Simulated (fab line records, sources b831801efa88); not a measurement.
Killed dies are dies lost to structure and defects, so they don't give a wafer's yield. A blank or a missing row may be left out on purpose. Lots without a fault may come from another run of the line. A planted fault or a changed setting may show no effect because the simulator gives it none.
Which tool did it? | flow sky130 | 24 lots, 72 wafers sampled, at 6 steps of a route of 708

WHAT THE GAUGES READ, wafer by wafer
SKY_VIA3_THK_MEAS_01. Usual: VIA3_HDPCVD_THK 1599 nm, standard deviation 15.
lot  | measured     | on            | VIA3_HDPCVD_THK (nm) | flag
L074 | day 37 22:01 | film_metro-03 | 1585 1579 1590       |
L075 | day 38 04:48 | film_metro-03 | 1584 1585 1607       |
L076 | day 38 20:47 | film_metro-03 | 1619 1610 1628       |
L077 | day 39 10:56 | film_metro-03 | 1619 1602 1612       |
L078 | day 39 19:38 | film_metro-02 | 1599 1608 1624       |
L079 | day 39 19:58 | film_metro-03 | 1609 1602 1607       |
L080 | day 40 10:23 | film_metro-03 | 1616 1608 1610       |
L081 | day 40 15:55 | film_metro-01 | 1596 1600 1591       |
L082 | day 40 22:05 | film_metro-03 | 1616 1624 1612       |
L083 | day 41 03:41 | film_metro-01 | 1603 1617 1591       |
L084 | day 41 12:24 | film_metro-03 | 1620 1617 1604       |
L086 | day 41 16:25 | film_metro-03 | 1572 1596 1586       |
L085 | day 41 19:11 | film_metro-02 | 1618 1599 1606       |
L087 | day 42 06:44 | film_metro-02 | 1606 1590 1610       |
L088 | day 42 08:23 | film_metro-02 | 1587 1595 1581       |
L089 | day 42 18:30 | film_metro-03 | 1559 1580 1582       |
L090 | day 43 04:21 | film_metro-03 | 1628 1611 1631       |
L091 | day 43 06:25 | film_metro-01 | 1583 1582 1589       |
L094 | day 45 01:53 | film_metro-01 | 1602 1602 1616       |
L093 | day 45 02:00 | film_metro-02 | 1602 1607 1595       |
L095 | day 45 03:48 | film_metro-01 | 1589 1600 1609       |
L092 | day 45 03:50 | film_metro-02 | 1571 1596 1586       |
L096 | day 45 06:14 | film_metro-01 | 1593 1603 1625       |
L097 | day 45 07:43 | film_metro-02 | 1584 1596 1577       |

SKY_PAD_OPEN_BOW_MEAS_13. Usual: PAD_OPEN_BOW 43 um, standard deviation 7.9.
lot  | measured     | on            | PAD_OPEN_BOW (um) | flag
L074 | day 45 03:26 | film_metro-02 | 45 42 49          |
L075 | day 45 07:58 | film_metro-02 | 35 40 40          |
L076 | day 45 21:38 | film_metro-04 | 42 45 54          |
L077 | day 46 09:00 | film_metro-02 | 45 45 48          |
L078 | day 46 19:15 | film_metro-04 | 38 57 36          |
L079 | day 46 20:38 | film_metro-02 | 41 38 53          |
L080 | day 47 05:50 | film_metro-02 | 39 35 49          |
L081 | day 47 07:54 | film_metro-04 | 32 46 41          |
L082 | day 47 13:59 | film_metro-02 | 38 39 49          |
L083 | day 47 19:34 | film_metro-03 | 43 52 40          |
L084 | day 48 01:43 | film_metro-03 | 52 44 46          |
L086 | day 48 04:59 | film_metro-02 | 55 56 67          |
L085 | day 48 09:06 | film_metro-03 | 24 27 42          |
L087 | day 48 17:29 | film_metro-03 | 48 39 38          |
L088 | day 48 19:49 | film_metro-03 | 37 42 36          |
L089 | day 49 02:08 | film_metro-04 | 54 49 48          |
L090 | day 49 08:16 | film_metro-04 | 41 37 45          |
L091 | day 49 11:35 | film_metro-02 | 34 37 38          |
L094 | day 50 18:26 | film_metro-03 | 50 38 56          |
L093 | day 50 19:12 | film_metro-04 | 33 35 40          |
L095 | day 50 21:11 | film_metro-04 | 33 41 35          |
L092 | day 50 22:14 | film_metro-04 | 47 49 41          |
L096 | day 51 00:04 | film_metro-03 | 32 41 43          |
L097 | day 51 02:44 | film_metro-03 | 44 50 57          |

WHICH TOOL RAN EACH LOT (tool, then ch and the chambers of the sampled wafers, then the start)
lot  | SKY_VIA3_CMP_24               | SKY_CAP2M_METAL_ETCH_13           | SKY_METAL4_ETCH_16                | SKY_VIA4_ETCH_12
L074 | cmp-01 ch 2,3, day 39 01:34   | rie_metal-04 ch 1, day 40 02:47   | rie_metal-02 ch 0,1, day 41 03:39 | rie_diel-04 ch 2,3, day 42 04:02
L075 | cmp-02 ch 0,3, day 39 07:43   | rie_metal-03 ch 0,1, day 40 08:50 | rie_metal-01 ch 0,1, day 41 09:17 | rie_diel-04 ch 2,3, day 42 10:05
L076 | cmp-02 ch 2,3, day 39 22:50   | rie_metal-04 ch 0,1, day 40 23:26 | rie_metal-02 ch 0, day 41 22:59   | rie_diel-04 ch 0,1, day 43 00:35
L077 | cmp-01 ch 2,3, day 40 13:27   | rie_metal-04 ch 0,1, day 41 13:35 | rie_metal-02 ch 1, day 42 13:32   | rie_diel-02 ch 1,2,3, day 43 13:14
L078 | cmp-02 ch 0,1,3, day 40 21:24 | rie_metal-02 ch 0, day 41 20:41   | rie_metal-03 ch 0,1, day 42 21:11 | rie_diel-03 ch 0,1,2, day 43 23:56
L079 | cmp-02 ch 0,1,2, day 40 21:59 | rie_metal-04 ch 0,1, day 41 22:05 | rie_metal-02 ch 0,1, day 42 23:22 | rie_diel-03 ch 0,1,2, day 44 01:10
L080 | cmp-01 ch 0,2,3, day 41 12:12 | rie_metal-04 ch 0,1, day 42 12:11 | rie_metal-03 ch 0,1, day 43 10:44 | rie_diel-04 ch 0,2,3, day 44 10:07
L081 | cmp-02 ch 1,2, day 41 16:47   | rie_metal-04 ch 0,1, day 42 16:47 | rie_metal-01 ch 0,1, day 43 16:04 | rie_diel-02 ch 2,3, day 44 15:23
L082 | cmp-01 ch 1,2,3, day 41 23:01 | rie_metal-04 ch 0,1, day 42 23:41 | rie_metal-01 ch 0,1, day 43 21:35 | rie_diel-02 ch 0,1,2, day 44 20:13
L083 | cmp-01 ch 2,3, day 42 04:42   | rie_metal-04 ch 0,1, day 43 04:03 | rie_metal-01 ch 0,1, day 44 02:43 | rie_diel-04 ch 0,1,2, day 45 02:08
L084 | cmp-01 ch 0,1,2, day 42 13:04 | rie_metal-04 ch 0,1, day 43 11:11 | rie_metal-02 ch 0,1, day 44 09:58 | rie_diel-04 ch 0,1,2, day 45 08:20
L086 | cmp-01 ch 0,1,3, day 42 17:26 | rie_metal-04 ch 0,1, day 43 16:05 | rie_metal-02 ch 0,1, day 44 14:56 | rie_diel-03 ch 0,1,3, day 45 12:53
L085 | cmp-02 ch 0,1,3, day 43 01:05 | rie_metal-04 ch 0,1, day 43 22:35 | rie_metal-02 ch 0,1, day 44 20:28 | rie_diel-02 ch 0,1,3, day 45 17:50
L087 | cmp-02 ch 0,1,2, day 43 07:20 | rie_metal-04 ch 0, day 44 05:44   | rie_metal-02 ch 0,1, day 45 04:22 | rie_diel-04 ch 0,1,3, day 46 02:32
L088 | cmp-01 ch 0,1,2, day 43 09:13 | rie_metal-02 ch 0,1, day 44 07:56 | rie_metal-02 ch 0,1, day 45 06:17 | rie_diel-03 ch 1,2,3, day 46 04:29
L089 | cmp-01 ch 1,2,3, day 43 18:33 | rie_metal-03 ch 0,1, day 44 16:50 | rie_metal-01 ch 0,1, day 45 14:26 | rie_diel-03 ch 0,2,3, day 46 12:26
L090 | cmp-01 ch 0,1,3, day 44 04:22 | rie_metal-04 ch 0,1, day 45 02:46 | rie_metal-03 ch 0,1, day 46 00:22 | rie_diel-02 ch 0,3, day 46 20:31
L091 | cmp-02 ch 1,3, day 44 06:25   | rie_metal-04 ch 0,1, day 45 04:40 | rie_metal-01 ch 0,1, day 46 02:25 | rie_diel-03 ch 0,3, day 46 23:34
L094 | cmp-02 ch 0,1,2, day 46 00:31 | rie_metal-03 ch 0,1, day 46 20:02 | rie_metal-02 ch 0,1, day 47 16:46 | rie_diel-03 ch 0,1,3, day 48 12:43
L093 | cmp-02 ch 0,1, day 46 01:04   | rie_metal-02 ch 0,1, day 46 21:01 | rie_metal-02 ch 0,1, day 47 17:52 | rie_diel-02 ch 2,3, day 48 14:35
L095 | cmp-02 ch 2,3, day 46 02:07   | rie_metal-03 ch 0,1, day 46 22:17 | rie_metal-03 ch 1, day 47 19:44   | rie_diel-02 ch 1,2, day 48 15:23
L092 | cmp-01 ch 0,1,2, day 46 02:27 | rie_metal-02 ch 0,1, day 46 22:35 | rie_metal-01 ch 0, day 47 20:02   | rie_diel-02 ch 0,2,3, day 48 16:32
L096 | cmp-02 ch 0,3, day 46 04:49   | rie_metal-02 ch 1, day 47 01:14   | rie_metal-02 ch 0,1, day 47 21:50 | rie_diel-02 ch 1,2,3, day 48 18:20
L097 | cmp-01 ch 2,3, day 46 06:07   | rie_metal-04 ch 0,1, day 47 03:09 | rie_metal-02 ch 0,1, day 48 00:04 | rie_diel-03 ch 1,2, day 48 19:44
- SKY_VIA3_CMP_24: polishes, stops on SiO2, t overpolish 20 s, target thk 0 nm.
- SKY_CAP2M_METAL_ETCH_13: etches TiN in Cl2/BCl3, stops on SiO2, target depth 220 nm, time 62.9 s.
- SKY_METAL4_ETCH_16: etches BARC in N2/H2, stops on SiO2, time 88.2 s, target depth 60 nm.
- SKY_VIA4_ETCH_12: etches SiO2 in C4F8/O2/Ar, stops on TiN, target depth 580 nm.

WHAT THE TOOLS THEMSELVES READ (means of the sampled wafers that have a number; where no wafer has one, the mark that the record gives instead)
SKY_VIA3_CMP_24. Usual: head_pressure_psi 3.500 psi, standard deviation 0.0078; motor_current_A 10.7 A, standard deviation 1.1; overpolish_run_s 20.000 s, standard deviation 0.0092; time_to_endpoint_s 94 s, standard deviation 3.4.
lot  | tool   | head_pressure_psi (psi) | motor_current_A (A) | overpolish_run_s (s) | time_to_endpoint_s (s) | flag
L074 | cmp-01 | 3.502                   | 10.7                | 19.999               | 90                     |
L075 | cmp-02 | 3.503                   | 11.9                | 20.002               | 101                    |
L076 | cmp-02 | 3.502                   | 11.2                | 19.995               | 95                     |
L077 | cmp-01 | 3.499                   | 10.4                | 20.002               | 95                     |
L078 | cmp-02 | 3.503                   | 11.3                | 20.000               | 95                     |
L079 | cmp-02 | 3.498                   | 10.4                | 20.007               | 97                     |
L080 | cmp-01 | 3.496                   | 10.2                | 20.005               | 94                     |
L081 | cmp-02 | 3.496                   | 10.0                | 20.003               | 98                     |
L082 | cmp-01 | 3.502                   | 10.0                | 19.999               | 92                     |
L083 | cmp-01 | 3.498                   | 10.1                | 20.008               | 96                     |
L084 | cmp-01 | 3.488                   | 10.0                | 20.003               | 96                     |
L086 | cmp-01 | 3.504                   | 9.5                 | 20.000               | 94                     |
L085 | cmp-02 | 3.494                   | 11.0                | 20.002               | 92                     |
L087 | cmp-02 | 3.505                   | 10.3                | 20.001               | 92                     |
L088 | cmp-01 | 3.501                   | 10.1                | 20.002               | 89                     |
L089 | cmp-01 | 3.498                   | 10.3                | 20.012               | 91                     |
L090 | cmp-01 | 3.496                   | 9.7                 | 20.003               | 92                     |
L091 | cmp-02 | 3.498                   | 11.5                | 19.997               | 98                     |
L094 | cmp-02 | 3.502                   | 10.8                | 19.998               | 91                     |
L093 | cmp-02 | 3.495                   | 10.7                | 19.992               | 90                     |
L095 | cmp-02 | 3.503                   | 12.0                | 20.001               | 96                     |
L092 | cmp-01 | 3.497                   | 9.7                 | 20.003               | 92                     |
L096 | cmp-02 | 3.501                   | 11.9                | 19.989               | 93                     |
L097 | cmp-01 | 3.502                   | 10.1                | 20.001               | 93                     |

SKY_CAP2M_METAL_ETCH_13. Usual: drypump_motor_current_A 5.6 A, standard deviation 0.53; oes_product_au 0.941 a.u., standard deviation 0.0074; throttle_valve_pct 21.901 %, standard deviation 0.0094.
lot  | tool         | drypump_motor_current_A (A) | oes_product_au (a.u.) | throttle_valve_pct (%) | flag
L074 | rie_metal-04 | 5.2                         | 0.940                 | 21.905                 |
L075 | rie_metal-03 | 5.8                         | 0.935                 | 21.895                 |
L076 | rie_metal-04 | 5.4                         | 0.935                 | 21.912                 |
L077 | rie_metal-04 | 5.4                         | 0.943                 | 21.901                 |
L078 | rie_metal-02 | 6.4                         | 0.935                 | 21.888                 |
L079 | rie_metal-04 | 5.4                         | 0.945                 | 21.906                 |
L080 | rie_metal-04 | 5.4                         | 0.946                 | 21.903                 |
L081 | rie_metal-04 | 5.6                         | 0.945                 | 21.904                 |
L082 | rie_metal-04 | 5.4                         | 0.939                 | 21.898                 |
L083 | rie_metal-04 | 5.4                         | 0.946                 | 21.890                 |
L084 | rie_metal-04 | 5.4                         | 0.942                 | 21.901                 |
L086 | rie_metal-04 | 5.4                         | 0.947                 | 21.896                 |
L085 | rie_metal-04 | 5.6                         | 0.938                 | 21.901                 |
L087 | rie_metal-04 | 5.9                         | 0.944                 | 21.900                 |
L088 | rie_metal-02 | 6.1                         | 0.934                 | 21.911                 |
L089 | rie_metal-03 | 5.8                         | 0.934                 | 21.906                 |
L090 | rie_metal-04 | 5.4                         | 0.943                 | 21.898                 |
L091 | rie_metal-04 | 5.7                         | 0.948                 | 21.897                 |
L094 | rie_metal-03 | 5.8                         | 0.929                 | 21.906                 |
L093 | rie_metal-02 | 6.1                         | 0.947                 | 21.903                 |
L095 | rie_metal-03 | 5.3                         | 0.931                 | 21.906                 |
L092 | rie_metal-02 | 5.7                         | 0.953                 | 21.896                 |
L096 | rie_metal-02 | 5.4                         | 0.943                 | 21.902                 |
L097 | rie_metal-04 | 5.6                         | 0.945                 | 21.898                 |

SKY_METAL4_ETCH_16. Usual: drypump_motor_current_A 5.7 A, standard deviation 0.57; oes_product_au 0.625 a.u., standard deviation 0.005; throttle_valve_pct 13.204 %, standard deviation 0.008.
lot  | tool         | drypump_motor_current_A (A) | oes_product_au (a.u.) | throttle_valve_pct (%) | flag
L074 | rie_metal-02 | 5.7                         | 0.624                 | 13.202                 |
L075 | rie_metal-01 | 5.6                         | 0.621                 | 13.204                 |
L076 | rie_metal-02 | 6.3                         | 0.625                 | 13.213                 |
L077 | rie_metal-02 | 5.4                         | 0.625                 | 13.203                 |
L078 | rie_metal-03 | 5.8                         | 0.628                 | 13.199                 |
L079 | rie_metal-02 | 6.1                         | 0.625                 | 13.209                 |
L080 | rie_metal-03 | 5.3                         | 0.620                 | 13.206                 |
L081 | rie_metal-01 | 5.4                         | 0.626                 | 13.202                 |
L082 | rie_metal-01 | 5.6                         | 0.626                 | 13.209                 |
L083 | rie_metal-01 | 5.6                         | 0.628                 | 13.204                 |
L084 | rie_metal-02 | 5.7                         | 0.629                 | 13.206                 |
L086 | rie_metal-02 | 5.7                         | 0.621                 | 13.204                 |
L085 | rie_metal-02 | 5.7                         | 0.628                 | 13.205                 |
L087 | rie_metal-02 | 6.1                         | 0.622                 | 13.200                 |
L088 | rie_metal-02 | 6.0                         | 0.627                 | 13.211                 |
L089 | rie_metal-01 | 5.6                         | 0.625                 | 13.202                 |
L090 | rie_metal-03 | 5.3                         | 0.625                 | 13.205                 |
L091 | rie_metal-01 | 5.3                         | 0.629                 | 13.202                 |
L094 | rie_metal-02 | 5.7                         | 0.623                 | 13.202                 |
L093 | rie_metal-02 | 6.1                         | 0.629                 | 13.198                 |
L095 | rie_metal-03 | 4.7                         | 0.625                 | 13.201                 |
L092 | rie_metal-01 | 5.1                         | 0.622                 | 13.208                 |
L096 | rie_metal-02 | 6.1                         | 0.624                 | 13.201                 |
L097 | rie_metal-02 | 5.7                         | 0.625                 | 13.199                 |

SKY_VIA4_ETCH_12. Usual: oes_product_au 0.926 a.u., standard deviation 0.0048.
lot  | tool        | oes_product_au (a.u.) | flag
L074 | rie_diel-04 | 0.931                 |
L075 | rie_diel-04 | 0.930                 |
L076 | rie_diel-04 | 0.925                 |
L077 | rie_diel-02 | 0.926                 |
L078 | rie_diel-03 | 0.924                 |
L079 | rie_diel-03 | 0.925                 |
L080 | rie_diel-04 | 0.926                 |
L081 | rie_diel-02 | 0.924                 |
L082 | rie_diel-02 | 0.927                 |
L083 | rie_diel-04 | 0.923                 |
L084 | rie_diel-04 | 0.927                 |
L086 | rie_diel-03 | 0.928                 |
L085 | rie_diel-02 | 0.928                 |
L087 | rie_diel-04 | 0.926                 |
L088 | rie_diel-03 | 0.925                 |
L089 | rie_diel-03 | 0.926                 |
L090 | rie_diel-02 | 0.930                 |
L091 | rie_diel-03 | 0.926                 |
L094 | rie_diel-03 | 0.928                 |
L093 | rie_diel-02 | 0.926                 |
L095 | rie_diel-02 | 0.923                 |
L092 | rie_diel-02 | 0.928                 |
L096 | rie_diel-02 | 0.920                 |
L097 | rie_diel-03 | 0.924                 |

THE ANSWER, worked out from the rows above alone
Rule: a lot is off if the mean of its wafers that have a number lies more than 3 standard deviations from the usual mean. A lot without any number at a reading at which 4 lots or more have one is off too. The other lots that the step has rows for count as sound. The gauges are gone through in route order, then the tools' own readings, and for those a lot's mean is taken as printed above. The first step at which some lot is off is used, and at that step the reading that is off furthest; a lot without a number counts as furthest.
No lot is off at any reading shown: from this, nothing can be told.

WHAT THE SIMULATOR HAD PUT IN
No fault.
